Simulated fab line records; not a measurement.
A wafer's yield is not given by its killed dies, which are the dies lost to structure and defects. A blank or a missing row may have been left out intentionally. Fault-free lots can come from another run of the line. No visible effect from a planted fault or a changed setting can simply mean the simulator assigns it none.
Comparing a struck lot with a sound one ; flow sky130 ; 17 out of 708 route steps
Sound: the wafers L104.3, L104.4, L104.6. The struck wafers were L112.3, L112.4, L112.5. At the end, the cause is stated.
At each step with rows: each side's tool, then ch and its chambers, then its first start. Under that, the readings that differ: sound wafers ; struck wafers ; difference of the means ; sigmas: that difference in standard deviations of wafers without a fault.
alike: readings with means less than 2 such deviations apart, plus words and numbers identical on both sides. not compared: withheld readings, readings lacking a value on some wafer, bounds such as >300 that could conceal the same value, and numbers that have no deviation in the record and whose values overlap.
Wherever a step has rows on one side only, a row that says differs or no value, or a row with sigmas, the two part there. When numbers do not overlap yet have no deviation, they are printed without sigmas and do not part them. A reading missing from all wafers of one side parts the sides only when that side holds two or more wafers.

first, 1 step without rows for these wafers: SKY_VT_ADJUST_NCORE_IMPLANT_09.
SKY_VT_ADJUST_NCORE_STRIP_10: strips in O2/N2.
  sound on plasmaAsher-02 ch 0,1, day 10 15:31; struck on plasmaAsher-01 ch 0,1, day 13 07:52
reading;sound;struck;difference;sigmas
stripTimeToEndpointS (s);14.26 14.27 14.23;14.12 14.17 14.14;-0.11;-3
  alike: drypumpMotorCurrentA, oesProductAu
  not compared: rfHoursCounterH
SKY_VT_ADJUST_NCORE_TW_MEAS_11:
  sound on filmMetro-03, day 10 15:38; struck on filmMetro-04, day 13 07:58
  alike: VT_ADJUST_NCORE_TW
then, 7 steps without rows for these wafers: SKY_VT_ADJUST_HVTR_DEHYDRATE_00 (time 60 s); SKY_VT_ADJUST_HVTR_HMDS_01 (prime time 60 s); SKY_VT_ADJUST_HVTR_COAT_02 (resist thk 1140 nm); SKY_VT_ADJUST_HVTR_SOFTBAKE_03 (time 60 s); SKY_VT_ADJUST_HVTR_EXPOSE_04 (exposes mask HVTRM, target cd 380 nm); SKY_VT_ADJUST_HVTR_PEB_05; SKY_VT_ADJUST_HVTR_DEVELOP_06 (develop time 60 s).
SKY_VT_ADJUST_HVTR_CD_MEAS_07: the cd target is 380 nm.
  sound on cdSem-02, day 11 14:16; struck on cdSem-02, day 14 09:10
reading;sound;struck;difference;sigmas
cdNm (nm);377 378 379;386 383 384;+6;+2
SKY_VT_ADJUST_HVTR_OVL_MEAS_08:
  sound on overlay-01, day 11 14:22; struck on overlay-01, day 14 09:16
  alike: VT_ADJUST_HVTR_OVL
SKY_VT_ADJUST_HVTR_IMPLANT_09:
  sound on implanter-04 ch 0, day 11 14:26; struck on implanter-01 ch 0, day 14 09:20
reading;sound;struck;difference;sigmas
beamOnS (s);10.08 10.07 10.03;10.91 10.57 10.70;+0.67;+3
endStationPressureTorr (Torr);5.21e-06 5.06e-06 4.7e-06;5.958e-05 5.923e-05 5.971e-05;+5.452e-05;+99 or more
faradayCurrentUA;11.72 11.77 11.79;10.47 10.75 10.71;-1.12;-5
SKY_VT_ADJUST_HVTR_STRIP_10: strips in O2/N2.
  sound on plasmaAsher-02 ch 0,1, day 11 14:34; struck on plasmaAsher-04 ch 0,1, day 14 09:28
reading;sound;struck;difference;sigmas
drypumpMotorCurrentA (A);5.62 5.65 5.66;4.91 5.43 4.91;-0.56;-2
stripTimeToEndpointS (s);14.24 14.23 14.25;14.11 14.17 14.10;-0.11;-2
  alike: oesProductAu
  not compared: rfHoursCounterH
SKY_VT_ADJUST_HVTR_TW_MEAS_11:
  sound on filmMetro-02, day 11 14:40; struck on filmMetro-04, day 14 09:47
reading;sound;struck;difference;sigmas
VT_ADJUST_HVTR_TW;209.1 209.4 208.6;219.6 218.4 217.7;+9.5;+4
  not compared: hold
then, 1 step without rows for these wafers: SKY_VT_ADJUST_PCH_DEHYDRATE_00 (time 60 s).
-- the record jumps here: 35 days lie between the struck wafers' starts before and after (it left off in module VT_ADJUST_PCH and takes up again in module PAD_OPEN, whose first step shown is number 708 of the route) --
SKY_PAD_OPEN_PROBE_99:
  sound on prober-02, day 47 14:49; struck on prober-02, day 49 14:15
reading;sound;struck;difference;sigmas
model.etest.pfet_01v8_mvt.vtSatV (V);-0.586 -0.5719 -0.5709;-0.5265 -0.5526 -0.536;+0.0379;
  alike: killed_at_M0_to_M3, killed_at_M4_up, killedAtContacts, killedAtFrontEnd, killedAtOther, killedDies, killedOnRim, killedOpen, killedShort

## WHERE THEY PART
At SKY_VT_ADJUST_NCORE_STRIP_10 first; at SKY_VT_ADJUST_HVTR_TW_MEAS_11 last (within this record only). Later steps at which nothing parts them and some readings are alike: SKY_PAD_OPEN_PROBE_99.

WHY: what the simulator had put in
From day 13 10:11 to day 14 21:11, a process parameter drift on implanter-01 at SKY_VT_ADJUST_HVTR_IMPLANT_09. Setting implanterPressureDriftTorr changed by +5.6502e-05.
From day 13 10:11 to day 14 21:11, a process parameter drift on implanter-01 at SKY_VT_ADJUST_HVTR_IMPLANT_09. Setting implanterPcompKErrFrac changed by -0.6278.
